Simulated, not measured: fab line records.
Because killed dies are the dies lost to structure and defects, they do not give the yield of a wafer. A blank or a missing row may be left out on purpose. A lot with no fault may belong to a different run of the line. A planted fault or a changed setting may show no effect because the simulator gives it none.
Which tool did it? :: flow gf180mcu :: Sampling: 14 lots, 42 wafers, 3 of 602 route steps

WHAT THE GAUGES SHOWED, per wafer
GF_MVPSD_TW_MEAS_11. Usual: MVPSD_TW typically reads 557.2, with standard deviation 2.8.
lot: L209
measured: day 5 00:41
on: film metro-03
MVPSD_TW: 558.3 559.3 556.6
flag: 

lot: L211
measured: day 5 12:07
on: film metro-03
MVPSD_TW: 557.4 555.0 556.3
flag: 

lot: L212
measured: day 5 16:36
on: film metro-04
MVPSD_TW: 554.1 553.5 556.0
flag: 

lot: L213
measured: day 5 22:41
on: film metro-03
MVPSD_TW: 557.7 554.7 554.9
flag: 

lot: L216
measured: day 6 17:59
on: film metro-01
MVPSD_TW: 562.8 561.2 561.8
flag: 

lot: L217
measured: day 6 22:25
on: film metro-04
MVPSD_TW: 524.6 525.9 520.2 524.9 520.9 524.9
flag: OFF

lot: L218
measured: day 7 07:59
on: film metro-04
MVPSD_TW: 522.5 519.1 520.9 520.6 522.0 521.6
flag: OFF

lot: L223
measured: day 8 15:20
on: film metro-04
MVPSD_TW: 557.0 556.4 557.0
flag: 

lot: L225
measured: day 9 01:47
on: film metro-04
MVPSD_TW: 558.2 556.0 557.6
flag: 

lot: L224
measured: day 9 02:07
on: film metro-04
MVPSD_TW: 560.9 561.4 560.6
flag: 

lot: L227
measured: day 9 11:02
on: film metro-01
MVPSD_TW: 559.2 558.0 556.4
flag: 

lot: L228
measured: day 9 17:32
on: film metro-04
MVPSD_TW: 561.5 557.3 561.9
flag: 

lot: L229
measured: day 9 23:20
on: film metro-03
MVPSD_TW: 555.9 557.0 560.1
flag: 

lot: L230
measured: day 10 14:33
on: film metro-03
MVPSD_TW: 561.2 558.6 557.9
flag: 

GF_VT_IMPLANT_RS_MEAS_49: a four-point-probe measurement. Usual: MVPSD_RS typically reads 1169.2 ohm/sq, with standard deviation 2.5.
lot: L209
measured: day 7 11:43
on: film metro-01
MVPSD_RS (ohm/sq): 1169.6 1167.8 1172.5
flag: 

lot: L211
measured: day 8 01:00
on: film metro-04
MVPSD_RS (ohm/sq): 1171.3 1171.7 1171.4
flag: 

lot: L212
measured: day 8 06:36
on: film metro-03
MVPSD_RS (ohm/sq): 1175.5 1175.7 1174.5
flag: 

lot: L213
measured: day 8 13:21
on: film metro-01
MVPSD_RS (ohm/sq): 1167.2 1168.6 1164.6
flag: 

lot: L216
measured: day 9 10:38
on: film metro-03
MVPSD_RS (ohm/sq): 1168.0 1164.4 1167.6
flag: 

lot: L217
measured: day 9 14:25
on: film metro-01
MVPSD_RS (ohm/sq): 1543.8 1542.1 1542.4 1543.2 1546.2 1542.2
flag: OFF

lot: L218
measured: day 10 03:16
on: film metro-01
MVPSD_RS (ohm/sq): 1535.5 1538.2 1535.9 1535.8 1539.6 1537.2
flag: OFF

lot: L223
measured: day 11 13:21
on: film metro-03
MVPSD_RS (ohm/sq): 1166.7 1165.7 1166.8
flag: 

lot: L225
measured: day 12 02:21
on: film metro-04
MVPSD_RS (ohm/sq): 1166.8 1167.0 1169.7
flag: 

lot: L224
measured: day 12 02:56
on: film metro-04
MVPSD_RS (ohm/sq): 1171.4 1171.0 1170.0
flag: 

lot: L227
measured: day 12 12:47
on: film metro-04
MVPSD_RS (ohm/sq): 1167.6 1169.8 1168.9
flag: 

lot: L228
measured: day 12 21:05
on: film metro-04
MVPSD_RS (ohm/sq): 1166.1 1172.4 1169.3
flag: 

lot: L229
measured: day 13 03:10
on: film metro-04
MVPSD_RS (ohm/sq): 1168.1 1169.8 1166.6
flag: 

lot: L230
measured: day 13 20:16
on: film metro-04
MVPSD_RS (ohm/sq): 1168.6 1170.4 1168.0
flag: 

EACH LOT AND THE TOOL THAT RAN IT (in order: tool; ch and the chambers of the sampled wafers; start)
lot: L209
GF_MVPSD_IMPLANT_09: implanter-01 ch 0, day 5 00:26

lot: L211
GF_MVPSD_IMPLANT_09: implanter-02 ch 0, day 5 11:52

lot: L212
GF_MVPSD_IMPLANT_09: implanter-04 ch 0, day 5 16:21

lot: L213
GF_MVPSD_IMPLANT_09: implanter-01 ch 0, day 5 22:28

lot: L216
GF_MVPSD_IMPLANT_09: implanter-02 ch 0, day 6 17:45

lot: L217
GF_MVPSD_IMPLANT_09: implanter-01, day 6 22:11

lot: L218
GF_MVPSD_IMPLANT_09: implanter-02, day 7 07:45

lot: L223
GF_MVPSD_IMPLANT_09: implanter-04 ch 0, day 8 15:05

lot: L225
GF_MVPSD_IMPLANT_09: implanter-02 ch 0, day 9 01:34

lot: L224
GF_MVPSD_IMPLANT_09: implanter-01 ch 0, day 9 01:52

lot: L227
GF_MVPSD_IMPLANT_09: implanter-02 ch 0, day 9 10:49

lot: L228
GF_MVPSD_IMPLANT_09: implanter-01 ch 0, day 9 17:19

lot: L229
GF_MVPSD_IMPLANT_09: implanter-02 ch 0, day 9 23:05

lot: L230
GF_MVPSD_IMPLANT_09: implanter-04 ch 0, day 10 14:19
- GF_MVPSD_IMPLANT_09

AS READ BY THE TOOLS THEMSELVES (means over the sampled wafers that have a number; for cases with no such wafer, the mark the record gives instead)
GF_MVPSD_IMPLANT_09. Usual: beam energy keV 40.000, standard deviation 0.012; beam on s 10.00 s, standard deviation 0.2.
lot: L209
tool: implanter-01
beam energy keV: 39.992
beam on s (s): 10.14
flag: 

lot: L211
tool: implanter-02
beam energy keV: 40.004
beam on s (s): 9.82
flag: 

lot: L212
tool: implanter-04
beam energy keV: 39.996
beam on s (s): 10.14
flag: 

lot: L213
tool: implanter-01
beam energy keV: 40.005
beam on s (s): 9.89
flag: 

lot: L216
tool: implanter-02
beam energy keV: 39.991
beam on s (s): 10.20
flag: 

lot: L217
tool: implanter-01
beam energy keV: -
beam on s (s): -
flag: OFF

lot: L218
tool: implanter-02
beam energy keV: -
beam on s (s): -
flag: OFF

lot: L223
tool: implanter-04
beam energy keV: 39.994
beam on s (s): 10.03
flag: 

lot: L225
tool: implanter-02
beam energy keV: 39.990
beam on s (s): 10.06
flag: 

lot: L224
tool: implanter-01
beam energy keV: 40.000
beam on s (s): 9.98
flag: 

lot: L227
tool: implanter-02
beam energy keV: 40.009
beam on s (s): 10.08
flag: 

lot: L228
tool: implanter-01
beam energy keV: 40.002
beam on s (s): 9.98
flag: 

lot: L229
tool: implanter-02
beam energy keV: 40.008
beam on s (s): 10.30
flag: 

lot: L230
tool: implanter-04
beam energy keV: 39.995
beam on s (s): 10.06
flag: 

THE ANSWER, worked out from the rows above alone
Rule: take the mean of a lot's wafers that have a number; if it is more than 3 standard deviations from the usual mean, the lot is off. Also off: a lot with no number at a reading for which 4 or more lots have one. All remaining lots with rows at the step are treated as sound. Order of review: gauges by route order, followed by the tools' own readings, for which a lot's mean as printed above is used. The first step at which some lot is off is used, and at that step the reading that is off furthest; a lot without a number counts as furthest.
Off: at GF_MVPSD_TW_MEAS_11 (MVPSD_TW), L217, L218.
If a tool, at a process step before that reading, ran all the lots that are off and no sound lot after the first of them, it fits. The gauges at GF_MVPSD_TW_MEAS_11 aren't tried: what is off there is off at GF_VT_IMPLANT_RS_MEAS_49 too, on other tools, and a gauge's error can't cause that. No candidate that was tried fits.

WHAT THE SIMULATOR HAD PUT IN
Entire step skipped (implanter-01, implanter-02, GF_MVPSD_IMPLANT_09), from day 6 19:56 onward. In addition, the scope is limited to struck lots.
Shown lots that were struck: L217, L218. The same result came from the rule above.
